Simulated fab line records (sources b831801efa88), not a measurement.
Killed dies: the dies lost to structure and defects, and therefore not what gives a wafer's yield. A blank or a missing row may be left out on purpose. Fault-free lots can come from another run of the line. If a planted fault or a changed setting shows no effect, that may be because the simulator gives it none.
Chamber matching | flow sky130 | 4 sister chambers for SKY_VIA3_CMP_02 on cmp-02
The step polishes SiO2. 14 wafers are shown with their chamber, then 7 later ones without.

== EACH WAFER AND ITS CHAMBER ==
wafer  | chamber | motor-current-A (A)
L331.1 | 3       | 11.3
L331.4 | 2       | 10.6
L331.5 | 1       | 13.8
L334.3 | 0       | 12.6
L334.4 | 2       | 11.4
L334.6 | 0       | 12.5
L335.3 | 1       | 13.8
L335.4 | 0       | 12.2
L335.6 | 1       | 14.3
L339.2 | 0       | 12.5
L339.4 | 3       | 11.3
L339.5 | 1       | 13.6
L342.1 | 0       | 12.1
L342.4 | 1       | 13.4

SIGNATURES, as means of the wafers listed above
reading         | chamber 0 | chamber 1 | chamber 2 | chamber 3 | scatter within a chamber
motor-current-A | 12.380    | 13.780    | 11.000    | 11.300    | 0.309
Rule: a wafer's distance from a chamber is the root of the sum, over the readings, of the square of ((its reading less the chamber's mean) divided by the reading's scatter). The wafer belongs to the nearest chamber; if the next one is less than 2 further off, it can't be placed. The scatter: take each reading less its chamber's mean, square it, sum over the shown wafers, divide by the number of wafers less the number of chambers, and take the root.

== WAFERS MISSING THEIR CHAMBER ==
wafer  | motor-current-A (A)
L342.5 | 10.9
L343.1 | 12.5
L343.4 | 10.9
L343.5 | 10.9
L346.2 | 11.9
L346.5 | 11.3
L346.6 | 12.5

== EACH ONE'S CHAMBER ==
wafer  | from the rows above          | in truth
L342.5 | can't be placed: 2 or 3      | 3
L343.1 | 0                            | 0
L343.4 | can't be placed: 2 or 3      | 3
L343.5 | can't be placed: 2 or 3      | 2
L346.2 | can't be placed: 0 or 3 or 2 | 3
L346.5 | can't be placed: 3 or 2      | 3
L346.6 | 0                            | 0
2 of 7 placed correctly. Can't be placed from these rows: 5 (the true chamber is among the candidates in 5). Number placed wrongly: 0.
